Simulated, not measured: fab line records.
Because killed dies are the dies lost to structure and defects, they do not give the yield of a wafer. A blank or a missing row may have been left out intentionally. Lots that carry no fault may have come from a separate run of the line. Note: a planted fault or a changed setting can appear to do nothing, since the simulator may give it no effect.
2 desks looking at one fault -- flow gf180mcu -- numbers are kept per desk, each desk with only its own; the story behind them comes last

METROLOGY DESK
Means of the sampled wafers that have a number, per lot and without regard to the tool the lot ran on: this is what the gauges read. If a lot's mean is further than 4 standard deviations from the usual mean, the lot is out of limits and carries the mark OUT (the distance appears in the brackets).
Columns: A = V1_BOW at GF_V1_BOW_MEAS_05, usual 83 um
lot,first seen here,A
L145,day 17 07:33,86
L146,day 17 19:10,81
L147,day 18 10:24,85
L149,day 19 00:49,78
L150,day 19 14:07,80
L153,day 20 15:40,77
L155,day 21 08:28,78
L158,day 22 04:10,82
L164,day 24 15:04,84
L165,day 24 15:18,85
L166,day 24 22:53,82
L167,day 25 02:37,93
Finding of this desk: none of the 12 lots has anything out of limits.

TOOL OWNER'S DESK, cmp-02
The tool's own readings at GF_V1_CMP_04 (polishes SiO2): means of the sampled wafers that have a number, for each lot that ran on this tool. If a lot's mean is further than 4 standard deviations from the usual mean, the lot is out of limits and carries the mark OUT (the distance appears in the brackets).
Columns: A = motor current A at GF_V1_CMP_04, usual 12.2 A; B = time to endpoint s at GF_V1_CMP_04, usual 76 s
lot,first seen here,A,B
L145,day 17 07:13,12.4,80
L147,day 18 10:06,12.1,73
L149,day 19 00:36,12.6,80
L150,day 19 13:49,12.6,75
L155,day 21 08:10,12.7,93
L158,day 22 03:52,12.4,84
L165,day 24 15:02,12.8,76
L166,day 24 22:34,12.2,72
L167,day 25 02:18,12.7,74
Finding of this desk: none of the 9 lots has anything out of limits.

PUT TOGETHER
From the metrology desk's view, nothing was out of limits.
The tool owner's desk saw nothing out of limits.

WHAT THE SIMULATOR PUT IN
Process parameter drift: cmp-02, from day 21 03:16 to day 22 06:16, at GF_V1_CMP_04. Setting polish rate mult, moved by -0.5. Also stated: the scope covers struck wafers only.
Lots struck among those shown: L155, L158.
